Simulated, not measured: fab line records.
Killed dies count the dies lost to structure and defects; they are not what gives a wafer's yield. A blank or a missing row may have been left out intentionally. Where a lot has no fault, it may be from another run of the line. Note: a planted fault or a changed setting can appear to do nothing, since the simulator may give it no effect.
2 desks, one fault -- flow gf180mcu -- every desk sees just its own numbers, and what lay behind them comes last

METROLOGY DESK
Lot by lot, what the gauges showed, no matter which tool ran the lot: averages of those sampled wafers that carry a number. A lot is out of limits, marked OUT, if its mean lies more than 4 standard deviations from the usual mean; the brackets give that distance.
Columns: A = M1_ALCU_RS at GF_M1_RS_MEAS_05, usual 0.0696 ohm/sq
lot,first seen here,A
L501,day 16 04:00,0.0689
L502,day 16 22:00,0.0712
L504,day 17 14:31,0.0684
L505,day 17 20:17,0.0695
L507,day 18 15:51,0.0697
L509,day 19 21:22,0.0702
L510,day 19 21:51,0.0682
L511,day 20 08:52,0.0694
L513,day 21 02:20,0.0680
L514,day 21 11:20,0.0685
L515,day 21 19:50,0.0704
L516,day 22 00:14,0.0704
L517,day 22 10:26,0.0704
This desk's finding: nothing out of limits on any of the 13 lots.

TOOL OWNER'S DESK, pvd sputter-01
The tool's own readings at GF_M1_SPUTTER_01 (material TiN, target thk 30 nm, time 25 s): means of the sampled wafers that have a number, for each lot that ran on this tool. A lot is out of limits, marked OUT, if its mean lies more than 4 standard deviations from the usual mean; the brackets give that distance.
Columns: A = cathode dc power W at GF_M1_SPUTTER_01, usual 6500.0 W; B = throttle valve pct at GF_M1_SPUTTER_01, usual 30.0 %
lot,first seen here,A,B
L504,day 17 14:22,6499.0,30.6
L505,day 17 20:10,6499.7,29.8
L507,day 18 15:44,6500.6,30.6
L510,day 19 21:40,6501.0,30.9
L514,day 21 11:13,6500.3,30.1
L515,day 21 19:42,6499.6,29.9
L516,day 22 00:07,6301.0 (-99 or more) OUT,30.1
L517,day 22 10:19,6299.5 (-99 or more) OUT,30.5
This desk finds L516, L517 out of limits, L516 being first, at day 22 00:07 (cathode dc power W at GF_M1_SPUTTER_01). L504, L505, L507, L510, L514, L515: within limits.

TAKEN TOGETHER
On L516, L517, at day 22 00:07, an alarm was possible from the tool owner's desk.
At the metrology desk, nothing out of limits was observed.
The metrology desk has L516, L517 on record, within its limits.
The lots listed all ran GF_M1_SPUTTER_01 on pvd sputter-01.

WHAT HAD BEEN PUT IN BY THE SIMULATOR
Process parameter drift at GF_M1_SPUTTER_01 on pvd sputter-01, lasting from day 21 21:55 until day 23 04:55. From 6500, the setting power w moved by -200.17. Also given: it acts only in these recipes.
Lots struck among those shown: L516, L517.
Delay in hours, fault start to first out-of-limits reading, by desk: the tool owner's desk at 2.
